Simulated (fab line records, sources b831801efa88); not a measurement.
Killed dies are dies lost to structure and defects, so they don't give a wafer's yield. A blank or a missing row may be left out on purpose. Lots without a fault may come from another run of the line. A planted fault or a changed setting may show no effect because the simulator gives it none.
Which tool did it? | flow sky130 | 12 lots, 36 wafers sampled, at 5 steps of a route of 708

WHAT THE GAUGES READ, wafer by wafer
SKY_VT_ADJUST_LVTN_OVL_MEAS_18. Usual: VT_ADJUST_LVTN_01_OVL -0.2 nm, standard deviation 1.5.
lot  | measured     | on         | VT_ADJUST_LVTN_01_OVL (nm) | flag
L123 | day 7 12:08  | overlay-02 | 1.7 0.1 0.4                |
L124 | day 8 02:46  | overlay-01 | -0.9 0.4 -1.2              |
L126 | day 8 17:08  | overlay-02 | -2.0 0.4 -1.5              |
L127 | day 9 01:29  | overlay-02 | 0.1 -0.9 -1.5              |
L129 | day 9 13:26  | overlay-01 | -1.2 0.8 0.7               |
L131 | day 9 23:16  | overlay-01 | -0.6 0.0 -0.9              |
L136 | day 11 15:42 | overlay-02 | -0.8 -0.3 -0.9             |
L140 | day 12 15:14 | overlay-02 | -3.3 -0.3 -1.6             |
L141 | day 12 22:42 | overlay-01 | 0.1 1.1 -0.6               |
L143 | day 13 07:29 | overlay-02 | -1.9 -0.6 -1.5             |
L144 | day 13 13:51 | overlay-02 | 1.1 0.2 0.6                |
L146 | day 14 04:49 | overlay-02 | 1.8 -0.4 0.0               |

SKY_SONOS_TUNNEL_TW_MEAS_12. Usual: SONOS_TUNNEL_TW 197.7, standard deviation 2.5.
lot  | measured     | on            | SONOS_TUNNEL_TW   | flag
L123 | day 11 03:10 | film_metro-03 | 198.9 197.6 197.7 |
L124 | day 11 18:14 | film_metro-04 | 201.5 200.4 200.5 |
L126 | day 12 12:43 | film_metro-02 | 193.3 193.4 193.6 |
L127 | day 12 21:13 | film_metro-02 | 193.0 194.1 193.2 |
L129 | day 13 12:49 | film_metro-04 | 201.6 200.2 201.0 |
L131 | day 14 00:24 | film_metro-03 | 199.2 198.0 199.7 |
L136 | day 15 22:57 | film_metro-03 | 179.1 179.2 178.9 | OFF
L140 | day 17 02:40 | film_metro-02 | 176.3 175.5 176.0 | OFF
L141 | day 17 12:20 | film_metro-02 | 195.2 194.7 196.0 |
L143 | day 17 20:14 | film_metro-02 | 195.0 195.9 196.1 |
L144 | day 18 05:55 | film_metro-02 | 192.7 195.3 193.3 |
L146 | day 18 23:02 | film_metro-03 | 198.5 197.8 197.7 |

SKY_SONOS_ONO_OVL_MEAS_14. Usual: SONOS_ONO_OVL 0.0 nm, standard deviation 1.3.
lot  | measured     | on         | SONOS_ONO_OVL (nm) | flag
L123 | day 12 06:44 | overlay-01 | 0.7 -0.5 1.6       |
L124 | day 13 01:12 | overlay-02 | 3.5 1.9 0.5        |
L126 | day 13 19:25 | overlay-02 | 0.6 -1.2 0.9       |
L127 | day 14 05:23 | overlay-01 | -0.5 -1.1 0.6      |
L129 | day 14 20:30 | overlay-02 | 0.6 -0.8 -0.9      |
L131 | day 15 08:04 | overlay-01 | 0.8 3.0 3.2        |
L136 | day 17 07:26 | overlay-01 | 0.6 0.9 1.9        |
L140 | day 18 15:11 | overlay-02 | -2.5 -1.1 -2.1     |
L141 | day 19 00:01 | overlay-02 | 1.3 2.2 0.1        |
L143 | day 19 06:38 | overlay-01 | -1.2 -0.8 -2.1     |
L144 | day 19 16:29 | overlay-02 | -1.6 -1.3 -0.9     |
L146 | day 20 12:37 | overlay-01 | -0.8 -0.8 3.1      |

WHICH TOOL RAN EACH LOT (tool, then ch and the chambers of the sampled wafers, then the start)
lot  | SKY_VT_ADJUST_PCH_STRIP_09           | SKY_SONOS_TUNNEL_IMPLANT_09
L123 | plasma_asher-01 ch 0,1, day 10 04:37 | implanter-03 ch 0, day 11 02:44
L124 | plasma_asher-04 ch 0, day 10 18:34   | implanter-04 ch 0, day 11 17:49
L126 | plasma_asher-02 ch 1, day 11 11:58   | implanter-04 ch 0, day 12 12:17
L127 | plasma_asher-02 ch 0,1, day 11 21:08 | implanter-02 ch 0, day 12 20:50
L129 | plasma_asher-01 ch 0,1, day 12 10:58 | implanter-04 ch 0, day 13 12:23
L131 | plasma_asher-02 ch 0,1, day 12 21:46 | implanter-02 ch 0, day 13 23:59
L136 | plasma_asher-01 ch 0,1, day 14 19:28 | implanter-02 ch 0, day 15 22:32
L140 | plasma_asher-04 ch 0,1, day 15 21:37 | implanter-02 ch 0, day 17 02:16
L141 | plasma_asher-01 ch 0,1, day 16 07:25 | implanter-03 ch 0, day 17 11:58
L143 | plasma_asher-02 ch 0,1, day 16 15:25 | implanter-04 ch 0, day 17 19:47
L144 | plasma_asher-01 ch 0,1, day 17 00:10 | implanter-03 ch 0, day 18 05:32
L146 | plasma_asher-04 ch 0,1, day 17 16:10 | implanter-03 ch 0, day 18 22:38
- SKY_VT_ADJUST_PCH_STRIP_09: strips in O2/N2.
- SKY_SONOS_TUNNEL_IMPLANT_09

WHAT THE TOOLS THEMSELVES READ (means of the sampled wafers that have a number; where no wafer has one, the mark that the record gives instead)
SKY_VT_ADJUST_PCH_STRIP_09. Usual: drypump_motor_current_A 5.6 A, standard deviation 0.31; oes_product_au 0.723 a.u., standard deviation 0.005; strip_time_to_endpoint_s 37.34 s, standard deviation 0.091.
lot  | tool            | drypump_motor_current_A (A) | oes_product_au (a.u.) | strip_time_to_endpoint_s (s) | flag
L123 | plasma_asher-01 | 5.7                         | 0.721                 | 37.45                        |
L124 | plasma_asher-04 | 6.0                         | 0.723                 | 37.45                        |
L126 | plasma_asher-02 | 5.3                         | 0.719                 | 37.25                        |
L127 | plasma_asher-02 | 5.5                         | 0.723                 | 37.45                        |
L129 | plasma_asher-01 | 5.6                         | 0.721                 | 37.27                        |
L131 | plasma_asher-02 | 5.3                         | 0.727                 | 37.33                        |
L136 | plasma_asher-01 | 5.6                         | 0.725                 | 37.23                        |
L140 | plasma_asher-04 | 5.3                         | 0.717                 | 37.32                        |
L141 | plasma_asher-01 | 5.7                         | 0.725                 | 37.44                        |
L143 | plasma_asher-02 | 5.5                         | 0.719                 | 37.25                        |
L144 | plasma_asher-01 | 5.6                         | 0.725                 | 37.20                        |
L146 | plasma_asher-04 | 5.6                         | 0.720                 | 37.43                        |

SKY_SONOS_TUNNEL_IMPLANT_09. Usual: dose_ions_cm2 9.999e+11, standard deviation 1.1e+09; faraday_current_uA 5.63, standard deviation 0.11.
lot  | tool         | dose_ions_cm2 | faraday_current_uA | flag
L123 | implanter-03 | 1.001e+12     | 5.52               |
L124 | implanter-04 | 9.992e+11     | 5.63               |
L126 | implanter-04 | 1.001e+12     | 5.68               |
L127 | implanter-02 | 1.001e+12     | 5.64               |
L129 | implanter-04 | 1.001e+12     | 5.67               |
L131 | implanter-02 | 9.997e+11     | 5.69               |
L136 | implanter-02 | 9.996e+11     | 5.64               |
L140 | implanter-02 | 9.992e+11     | 5.62               |
L141 | implanter-03 | 9.994e+11     | 5.66               |
L143 | implanter-04 | 9.997e+11     | 5.54               |
L144 | implanter-03 | 9.996e+11     | 5.65               |
L146 | implanter-03 | 1.001e+12     | 5.67               |

THE ANSWER, worked out from the rows above alone
Rule: a lot is off if the mean of its wafers that have a number lies more than 3 standard deviations from the usual mean. A lot without any number at a reading at which 4 lots or more have one is off too. The other lots that the step has rows for count as sound. The gauges are gone through in route order, then the tools' own readings, and for those a lot's mean is taken as printed above. The first step at which some lot is off is used, and at that step the reading that is off furthest; a lot without a number counts as furthest.
Off: L136, L140, at SKY_SONOS_TUNNEL_TW_MEAS_12 (SONOS_TUNNEL_TW).
A tool fits if, at a process step before that reading, it ran every lot that is off, and no sound lot after the first of them. The gauges at SKY_SONOS_TUNNEL_TW_MEAS_12 are tried like those tools. One fits: implanter-02 at SKY_SONOS_TUNNEL_IMPLANT_09. Its last sound lot is L131 (day 13 23:59), its first lot that is off L136 (day 15 22:32): a fault that began between those two fits.

WHAT THE SIMULATOR HAD PUT IN
Process parameter drift: implanter-02, from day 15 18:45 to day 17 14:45, at SKY_SONOS_TUNNEL_IMPLANT_09. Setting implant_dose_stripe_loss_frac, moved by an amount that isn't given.
Lots struck among those shown: L136, L140. The rule above found the same.
